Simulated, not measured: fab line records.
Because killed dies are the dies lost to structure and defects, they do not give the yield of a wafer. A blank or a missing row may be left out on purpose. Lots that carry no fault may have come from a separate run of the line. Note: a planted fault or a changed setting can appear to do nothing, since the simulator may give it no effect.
Which tool was responsible? || flow sky130 || 42 wafers from 14 lots sampled at 4 of the route's 708 steps

WHAT THE GAUGES READ, wafer by wafer
SKY_FIELD_ISO_CD_MEAS_13 targets a cd of 150 nm. Usual: cd nm 150.0 nm, standard deviation 1.4.
{"lot": "L243", "measured": "day 2 04:26", "on": "cd sem-01", "cd nm (nm)": "151.9 151.5 150.2", "flag": ""}
{"lot": "L245", "measured": "day 2 16:10", "on": "cd sem-01", "cd nm (nm)": "147.8 146.9 149.6", "flag": ""}
{"lot": "L246", "measured": "day 2 21:59", "on": "cd sem-01", "cd nm (nm)": "149.8 150.3 148.9", "flag": ""}
{"lot": "L248", "measured": "day 3 07:44", "on": "cd sem-02", "cd nm (nm)": "149.2 149.7 149.4", "flag": ""}
{"lot": "L253", "measured": "day 4 08:39", "on": "cd sem-01", "cd nm (nm)": "150.9 149.8 149.7", "flag": ""}
{"lot": "L254", "measured": "day 4 14:25", "on": "cd sem-01", "cd nm (nm)": "152.3 151.9 151.7", "flag": ""}
{"lot": "L255", "measured": "day 4 22:39", "on": "cd sem-01", "cd nm (nm)": "148.9 148.5 147.4", "flag": ""}
{"lot": "L258", "measured": "day 5 10:04", "on": "cd sem-01", "cd nm (nm)": "151.6 150.9 151.1", "flag": ""}
{"lot": "L260", "measured": "day 5 19:32", "on": "cd sem-02", "cd nm (nm)": "152.1 151.9 151.7", "flag": ""}
{"lot": "L261", "measured": "day 6 00:46", "on": "cd sem-01", "cd nm (nm)": "149.1 150.3 149.8", "flag": ""}
{"lot": "L262", "measured": "day 6 09:11", "on": "cd sem-01", "cd nm (nm)": "149.3 151.0 148.9", "flag": ""}
{"lot": "L263", "measured": "day 6 14:46", "on": "cd sem-02", "cd nm (nm)": "151.5 151.2 152.6", "flag": ""}
{"lot": "L264", "measured": "day 6 19:55", "on": "cd sem-01", "cd nm (nm)": "150.0 150.9 150.2", "flag": ""}
{"lot": "L266", "measured": "day 7 03:54", "on": "cd sem-01", "cd nm (nm)": "149.3 148.1 147.9", "flag": ""}

SKY_VT_ADJUST_NCORE_CD_MEAS_07 targets a cd of 380 nm. Usual: cd nm 380 nm, standard deviation 3.
{"lot": "L243", "measured": "day 8 14:08", "on": "cd sem-01", "cd nm (nm)": "381 382 381", "flag": ""}
{"lot": "L245", "measured": "day 9 04:35", "on": "cd sem-02", "cd nm (nm)": "382 383 384", "flag": ""}
{"lot": "L246", "measured": "day 9 13:50", "on": "cd sem-02", "cd nm (nm)": "373 373 374", "flag": ""}
{"lot": "L248", "measured": "day 10 00:34", "on": "cd sem-01", "cd nm (nm)": "382 380 379", "flag": ""}
{"lot": "L253", "measured": "day 11 09:13", "on": "cd sem-01", "cd nm (nm)": "379 382 382", "flag": ""}
{"lot": "L254", "measured": "day 11 20:28", "on": "cd sem-02", "cd nm (nm)": "382 380 381", "flag": ""}
{"lot": "L255", "measured": "day 12 07:51", "on": "cd sem-02", "cd nm (nm)": "387 385 385", "flag": ""}
{"lot": "L258", "measured": "day 13 05:50", "on": "cd sem-01", "cd nm (nm)": "376 376 374", "flag": ""}
{"lot": "L260", "measured": "day 13 14:50", "on": "cd sem-02", "cd nm (nm)": "379 380 383", "flag": ""}
{"lot": "L261", "measured": "day 13 22:07", "on": "cd sem-01", "cd nm (nm)": "378 382 379", "flag": ""}
{"lot": "L262", "measured": "day 14 09:16", "on": "cd sem-01", "cd nm (nm)": "384 385 385", "flag": ""}
{"lot": "L263", "measured": "day 14 15:13", "on": "cd sem-01", "cd nm (nm)": "382 382 383", "flag": ""}
{"lot": "L264", "measured": "day 14 22:04", "on": "cd sem-02", "cd nm (nm)": "385 382 383", "flag": ""}
{"lot": "L266", "measured": "day 15 10:00", "on": "cd sem-02", "cd nm (nm)": "380 382 382", "flag": ""}

SKY_VT_ADJUST_PCH_OVL_MEAS_07. Usual: VT_ADJUST_PCH_OVL typically reads -1.3 nm, with standard deviation 1.2.
{"lot": "L243", "measured": "day 10 10:57", "on": "overlay-01", "VT_ADJUST_PCH_OVL (nm)": "-3.9 -1.0 -0.6", "flag": ""}
{"lot": "L245", "measured": "day 11 02:04", "on": "overlay-02", "VT_ADJUST_PCH_OVL (nm)": "0.4 0.2 -0.7", "flag": ""}
{"lot": "L246", "measured": "day 11 12:40", "on": "overlay-02", "VT_ADJUST_PCH_OVL (nm)": "-0.4 -0.3 -1.7", "flag": ""}
{"lot": "L248", "measured": "day 11 23:37", "on": "overlay-02", "VT_ADJUST_PCH_OVL (nm)": "-2.6 -0.1 -3.1", "flag": ""}
{"lot": "L253", "measured": "day 13 12:38", "on": "overlay-02", "VT_ADJUST_PCH_OVL (nm)": "1.0 -3.0 -0.7", "flag": ""}
{"lot": "L254", "measured": "day 13 23:32", "on": "overlay-01", "VT_ADJUST_PCH_OVL (nm)": "-1.7 -0.7 -0.4", "flag": ""}
{"lot": "L255", "measured": "day 14 11:25", "on": "overlay-02", "VT_ADJUST_PCH_OVL (nm)": "-1.7 1.1 -1.5", "flag": ""}
{"lot": "L258", "measured": "day 15 10:58", "on": "overlay-02", "VT_ADJUST_PCH_OVL (nm)": "-1.3 -2.7 -1.3", "flag": ""}
{"lot": "L260", "measured": "day 15 19:57", "on": "overlay-02", "VT_ADJUST_PCH_OVL (nm)": "-0.4 -1.0 0.5", "flag": ""}
{"lot": "L261", "measured": "day 16 04:17", "on": "overlay-01", "VT_ADJUST_PCH_OVL (nm)": "-1.9 1.0 -1.6", "flag": ""}
{"lot": "L262", "measured": "day 16 17:13", "on": "overlay-01", "VT_ADJUST_PCH_OVL (nm)": "-0.6 -0.6 -1.4", "flag": ""}
{"lot": "L263", "measured": "day 16 22:39", "on": "overlay-02", "VT_ADJUST_PCH_OVL (nm)": "-1.1 -1.9 -2.9", "flag": ""}
{"lot": "L264", "measured": "day 17 07:12", "on": "overlay-01", "VT_ADJUST_PCH_OVL (nm)": "-4.4 -1.9 -3.0", "flag": ""}
{"lot": "L266", "measured": "day 17 19:33", "on": "overlay-01", "VT_ADJUST_PCH_OVL (nm)": "0.8 0.6 1.2", "flag": ""}

WHICH TOOL RAN EACH LOT (tool, then ch and the chambers of the sampled wafers, then the start)
{"lot": "L243", "SKY_VT_ADJUST_HVTR_IMPLANT_09": "implanter-02 ch 0, day 9 12:08"}
{"lot": "L245", "SKY_VT_ADJUST_HVTR_IMPLANT_09": "implanter-03 ch 0, day 10 03:00"}
{"lot": "L246", "SKY_VT_ADJUST_HVTR_IMPLANT_09": "implanter-03 ch 0, day 10 12:42"}
{"lot": "L248", "SKY_VT_ADJUST_HVTR_IMPLANT_09": "implanter-04 ch 0, day 10 23:31"}
{"lot": "L253", "SKY_VT_ADJUST_HVTR_IMPLANT_09": "implanter-03 ch 0, day 12 10:23"}
{"lot": "L254", "SKY_VT_ADJUST_HVTR_IMPLANT_09": "implanter-03 ch 0, day 12 21:23"}
{"lot": "L255", "SKY_VT_ADJUST_HVTR_IMPLANT_09": "implanter-03 ch 0, day 13 09:28"}
{"lot": "L258", "SKY_VT_ADJUST_HVTR_IMPLANT_09": "implanter-02 ch 0, day 14 07:58"}
{"lot": "L260", "SKY_VT_ADJUST_HVTR_IMPLANT_09": "implanter-02 ch 0, day 14 17:37"}
{"lot": "L261", "SKY_VT_ADJUST_HVTR_IMPLANT_09": "implanter-02 ch 0, day 15 00:42"}
{"lot": "L262", "SKY_VT_ADJUST_HVTR_IMPLANT_09": "implanter-02 ch 0, day 15 12:58"}
{"lot": "L263", "SKY_VT_ADJUST_HVTR_IMPLANT_09": "implanter-04 ch 0, day 15 18:41"}
{"lot": "L264", "SKY_VT_ADJUST_HVTR_IMPLANT_09": "implanter-04 ch 0, day 16 02:14"}
{"lot": "L266", "SKY_VT_ADJUST_HVTR_IMPLANT_09": "implanter-03 ch 0, day 16 14:23"}
- SKY_VT_ADJUST_HVTR_IMPLANT_09

WHAT THE TOOLS THEMSELVES READ (means of the sampled wafers that have a number; where no wafer has one, the mark that the record gives instead)
SKY_VT_ADJUST_HVTR_IMPLANT_09. Usual: beam energy keV 9.999, standard deviation 0.003; dose ions cm2 2.1002e+12, standard deviation 2.6e+09.
{"lot": "L243", "tool": "implanter-02", "beam energy keV": 10.000, "dose ions cm2": 2.1006e+12, "flag": ""}
{"lot": "L245", "tool": "implanter-03", "beam energy keV": 9.999, "dose ions cm2": 2.1001e+12, "flag": ""}
{"lot": "L246", "tool": "implanter-03", "beam energy keV": 9.996, "dose ions cm2": 2.1006e+12, "flag": ""}
{"lot": "L248", "tool": "implanter-04", "beam energy keV": 10.003, "dose ions cm2": 2.1019e+12, "flag": ""}
{"lot": "L253", "tool": "implanter-03", "beam energy keV": 10.172, "dose ions cm2": 2.0990e+12, "flag": "OFF"}
{"lot": "L254", "tool": "implanter-03", "beam energy keV": 10.170, "dose ions cm2": 2.0966e+12, "flag": "OFF"}
{"lot": "L255", "tool": "implanter-03", "beam energy keV": 10.179, "dose ions cm2": 2.1016e+12, "flag": "OFF"}
{"lot": "L258", "tool": "implanter-02", "beam energy keV": 9.998, "dose ions cm2": 2.1028e+12, "flag": ""}
{"lot": "L260", "tool": "implanter-02", "beam energy keV": 9.997, "dose ions cm2": 2.0974e+12, "flag": ""}
{"lot": "L261", "tool": "implanter-02", "beam energy keV": 9.998, "dose ions cm2": 2.1009e+12, "flag": ""}
{"lot": "L262", "tool": "implanter-02", "beam energy keV": 9.999, "dose ions cm2": 2.0988e+12, "flag": ""}
{"lot": "L263", "tool": "implanter-04", "beam energy keV": 9.999, "dose ions cm2": 2.1021e+12, "flag": ""}
{"lot": "L264", "tool": "implanter-04", "beam energy keV": 9.998, "dose ions cm2": 2.1000e+12, "flag": ""}
{"lot": "L266", "tool": "implanter-03", "beam energy keV": 9.998, "dose ions cm2": 2.1048e+12, "flag": ""}

THE ANSWER, worked out from the rows above alone
Rule: a lot is off if the mean of its wafers that have a number lies more than 3 standard deviations from the usual mean. Also off: a lot with no number at a reading for which 4 or more lots have one. Any other lot the step has rows for is counted as sound. Order of review: gauges by route order, followed by the tools' own readings, for which a lot's mean as printed above is used. At the first step where some lot is off, the reading lying furthest off is the one used; lots without a number count as furthest.
Off: L253, L254, L255 (SKY_VT_ADJUST_HVTR_IMPLANT_09, beam energy keV).
If a tool, at that step or one of the process steps before it, ran each lot that is off and ran no sound lot following the first of them, it fits. Not one of the candidates tried fits.

WHAT WAS PUT IN BY THE SIMULATOR
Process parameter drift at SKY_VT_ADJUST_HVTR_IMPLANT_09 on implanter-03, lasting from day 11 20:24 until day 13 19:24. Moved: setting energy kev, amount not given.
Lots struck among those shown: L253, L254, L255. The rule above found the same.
